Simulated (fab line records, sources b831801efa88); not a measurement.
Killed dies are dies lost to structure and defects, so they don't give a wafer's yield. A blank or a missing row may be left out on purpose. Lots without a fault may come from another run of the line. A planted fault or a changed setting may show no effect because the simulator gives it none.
Chamber matching | flow sfq_line | SFQ_TRILAYER_I3_CMP_CMP_082 on cmp-01: 4 sister chambers
The step polishes SiO2. 16 wafers are shown with their chamber, then 8 later ones without.

WAFERS WITH THEIR CHAMBER
wafer  | chamber | motor_current_A (A) | slurry_filter_dp_kPa (kPa) | edge_zone_pressure_frac
L823.1 | 1       | 10.0                | 13.42                      | 1.001
L823.5 | 3       | 10.2                | 13.52                      | 1.003
L823.6 | 0       | 9.9                 | 13.45                      | 0.998
L827.1 | 2       | 11.0                | 13.47                      | 1.004
L827.4 | 1       | 9.6                 | 13.61                      | 1.007
L827.6 | 2       | 10.6                | 13.62                      | 1.002
L829.1 | 2       | 10.4                | 13.40                      | 1.006
L829.5 | 3       | 10.0                | 13.42                      | 0.998
L829.6 | 2       | 10.9                | 13.55                      | 0.999
L830.4 | 1       | 9.7                 | 13.72                      | 1.005
L830.5 | 2       | 10.5                | 13.61                      | 1.000
L830.6 | 3       | 10.4                | 13.17                      | 1.006
L837.1 | 3       | 10.4                | 13.40                      | 0.993
L837.4 | 2       | 11.1                | 13.64                      | 1.010
L837.5 | 0       | 9.7                 | 13.36                      | 1.006
L836.4 | 1       | 9.6                 | 13.39                      | 1.000

SIGNATURES (means of the wafers above)
reading                 | chamber 0 | chamber 1 | chamber 2 | chamber 3 | scatter within a chamber
motor_current_A         | 9.800     | 9.725     | 10.750    | 10.250    | 0.233
slurry_filter_dp_kPa    | 13.4050   | 13.5350   | 13.5483   | 13.3775   | 0.126
edge_zone_pressure_frac | 1.00200   | 1.00325   | 1.00350   | 1.00000   | 0.00453
Rule: a wafer's distance from a chamber is the root of the sum, over the readings, of the square of ((its reading less the chamber's mean) divided by the reading's scatter). The wafer belongs to the nearest chamber; if the next one is less than 2 further off, it can't be placed. The scatter: the root of (the sum of the squares of (reading less its chamber's mean) over the shown wafers, divided by (wafers less chambers)).

WAFERS WITHOUT THEIR CHAMBER
wafer  | motor_current_A (A) | slurry_filter_dp_kPa (kPa) | edge_zone_pressure_frac
L836.5 | 9.6                 | 13.53                      | 0.994
L836.6 | 9.4                 | 13.40                      | 1.008
L841.1 | 10.1                | 13.42                      | 1.006
L841.3 | 11.0                | 13.75                      | 1.010
L841.6 | 10.1                | 13.68                      | 1.005
L844.4 | 10.6                | 13.29                      | 0.995
L844.5 | 9.7                 | 13.52                      | 0.996
L844.6 | 10.5                | 13.50                      | 1.008

WHICH CHAMBER EACH WENT THROUGH
wafer  | from the rows above               | in truth
L836.5 | can't be placed: 1 or 0 or 3      | 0
L836.6 | can't be placed: 1 or 0           | 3
L841.1 | can't be placed: 3 or 0 or 1 or 2 | 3
L841.3 | 2                                 | 2
L841.6 | can't be placed: 1 or 0 or 3 or 2 | 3
L844.4 | can't be placed: 3 or 2 or 0      | 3
L844.5 | can't be placed: 1 or 0 or 3      | 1
L844.6 | can't be placed: 2 or 3 or 0 or 1 | 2
Placed correctly: 1 of 8. Can't be placed from these rows: 7 (the true chamber is among the candidates in 6). Placed wrongly: 0.
